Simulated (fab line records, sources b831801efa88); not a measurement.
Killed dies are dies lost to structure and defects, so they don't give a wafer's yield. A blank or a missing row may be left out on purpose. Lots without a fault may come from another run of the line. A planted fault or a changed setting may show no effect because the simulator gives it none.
Split-lot experiment | flow sfq_line | 5 lots, 27 wafers read, on a route of 325 steps

THE SPLIT
At SFQ_TRILAYER_I7_VIA_BARC_OPEN_VIA_ETCH_260 (etches BARC in O2, target depth 125 nm, time 41.7 s), the setting time_s was moved away from the recipe's 41.7 s on 9 of the 27 wafers read, by -46.8% to +51.8%. The other wafers ran this setting at the recipe's value.

The reading is taken at the split's own step.

THE READING
KrF_of_TRILAYER_I7_VIA_LITHO_COAT_187.thk_nm (the simulator's own value, which no gauge read), in nm, at SFQ_TRILAYER_I7_VIA_BARC_OPEN_VIA_ETCH_260 (etches BARC in O2, target depth 125 nm, time 41.7 s). The file gives no usual value for it. The 18 wafers here that ran the recipe average 575.7 nm, standard deviation 2.1 nm.

wafer  | tool, chamber at the split | time_s as run, s | against the recipe | KrF_of_TRILAYER_I7_VIA_LITHO_COAT_187.thk_nm, nm | against lot-mates on the recipe
L074.3 | rie_diel-03, 1             | 41.7             | recipe             | 579.2                                            | -
L074.5 | rie_diel-03, 0             | 41.7             | recipe             | 578.3                                            | -
L074.6 | rie_diel-03, 3             | 41.7             | recipe             | 579.1                                            | -
L076.1 | rie_diel-02, 1             | 41.7             | recipe             | 576.5                                            | -
L076.2 | rie_diel-02, 3             | 41.7             | recipe             | 576.7                                            | -
L076.3 | rie_diel-02, 2             | 41.7             | recipe             | 574                                              | -
L076.4 | rie_diel-02, 0             | 41.7             | recipe             | 573.2                                            | -
L076.5 | rie_diel-02, 0             | 41.7             | recipe             | 576.1                                            | -
L076.6 | rie_diel-02, 1             | 41.7             | recipe             | 576.1                                            | -
L077.1 | rie_diel-04, 1             | 63.32            | +51.8%             | 547.9                                            | -26.1
L077.2 | rie_diel-04, 0             | 63.32            | +51.8%             | 548.8                                            | -25.2
L077.3 | rie_diel-04, 3             | 41.7             | recipe             | 575.8                                            | -
L077.4 | rie_diel-04, 2             | 41.7             | recipe             | 573.6                                            | -
L077.5 | rie_diel-04, 2             | 41.7             | recipe             | 572.7                                            | -
L077.6 | rie_diel-04, 3             | 63.32            | +51.8%             | 549.1                                            | -24.9
L081.1 | rie_diel-02, 3             | 22.75            | -45.4%             | 600.5                                            | +23.6
L081.2 | rie_diel-02, 0             | 22.75            | -45.4%             | 599.5                                            | +22.6
L081.3 | rie_diel-02, 2             | 22.75            | -45.4%             | 599.3                                            | +22.4
L081.4 | rie_diel-02, 1             | 41.7             | recipe             | 577.8                                            | -
L081.5 | rie_diel-02, 1             | 41.7             | recipe             | 576.9                                            | -
L081.6 | rie_diel-02, 0             | 41.7             | recipe             | 576.1                                            | -
L084.1 | rie_diel-02, 0             | 41.7             | recipe             | 574.3                                            | -
L084.2 | rie_diel-02, 3             | 22.19            | -46.8%             | 595.9                                            | +22.4
L084.3 | rie_diel-02, 2             | 22.19            | -46.8%             | 600.5                                            | +27.0
L084.4 | rie_diel-02, 1             | 41.7             | recipe             | 572.9                                            | -
L084.5 | rie_diel-02, 3             | 22.19            | -46.8%             | 599.8                                            | +26.3
L084.6 | rie_diel-02, 0             | 41.7             | recipe             | 573.3                                            | -

THE FIT
A straight line over all 27 wafers: KrF_of_TRILAYER_I7_VIA_LITHO_COAT_187.thk_nm changes by -0.516 nm for each +1% of time_s; r = -0.99; the points scatter about the line by 2 nm.
The same after taking each lot's own level away (the mean of its wafers on the recipe; 27 wafers): -0.508 nm for each +1%; r = -1.00; scatter 1.3 nm.
On that fit, the largest move of time_s shifts the reading by 26 nm.
The lots' own levels span 573.50 to 578.87 nm, that is 2.6 times the standard deviation above.
So the lot-to-lot level changes the slope little: the two slopes agree.
Check: with one of the wafers moved furthest among these (+51.8%) left out of the fit, the line predicts -26.1 nm for it against its lot-mates. It came out at -26.1 nm against them.
Tool readings at the split's step, against how far the setting was moved: oes_product_au r = -0.87.

OTHER SPLITS ON THESE WAFERS
These wafers also went through other splits before the reading. Each is held against what the fit with the lots' levels taken away leaves over:
other split on the same wafers                    | wafers away from the commonest value | r with KrF_of_TRILAYER_I7_VIA_LITHO_COAT_187.thk_nm (lot level and that fit taken away)
SFQ_TRILAYER_I4_VIA_BARC_OPEN_VIA_ETCH_146 time_s | 9                                    | +0.17
SFQ_TRILAYER_M5_BARC_OPEN_METAL_ETCH_161 time_s   | 6                                    | -0.11
SFQ_TRILAYER_A5B_DEP_PECVD_129 time_s             | 12                                   | -0.24
SFQ_TRILAYER_I5_BARC_OPEN_VIA_ETCH_200 time_s     | 6                                    | +0.25
SFQ_TRILAYER_I6_VIA_BARC_OPEN_VIA_ETCH_235 time_s | 12                                   | +0.17
SFQ_TRILAYER_I7_DEP_PECVD_183 time_s              | 9                                    | -0.04

THE WHOLE CHAIN: every reading that the file lists as answering this split, in the file's order
step                                       | what it does                                        | reading                                                                                       | change (the file's fit)                                                              | r (the file's)
SFQ_TRILAYER_I7_VIA_BARC_OPEN_VIA_ETCH_260 | etches BARC in O2, target depth 125 nm, time 41.7 s | oes_product_au                                                                                | not straight: 0.955 at the lowest setting, 0.685 at the recipe, 0.643 at the highest | not given
SFQ_TRILAYER_I7_VIA_BARC_OPEN_VIA_ETCH_260 | etches BARC in O2, target depth 125 nm, time 41.7 s | KrF_of_TRILAYER_I7_VIA_LITHO_COAT_187.thk_nm (the simulator's own value, which no gauge read) | -0.51 nm for each +1% of the setting                                                 | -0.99

THE FILE'S OWN FIT
KrF_of_TRILAYER_I7_VIA_LITHO_COAT_187.thk_nm changes by -0.51 nm for each +1% of time_s, r = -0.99.
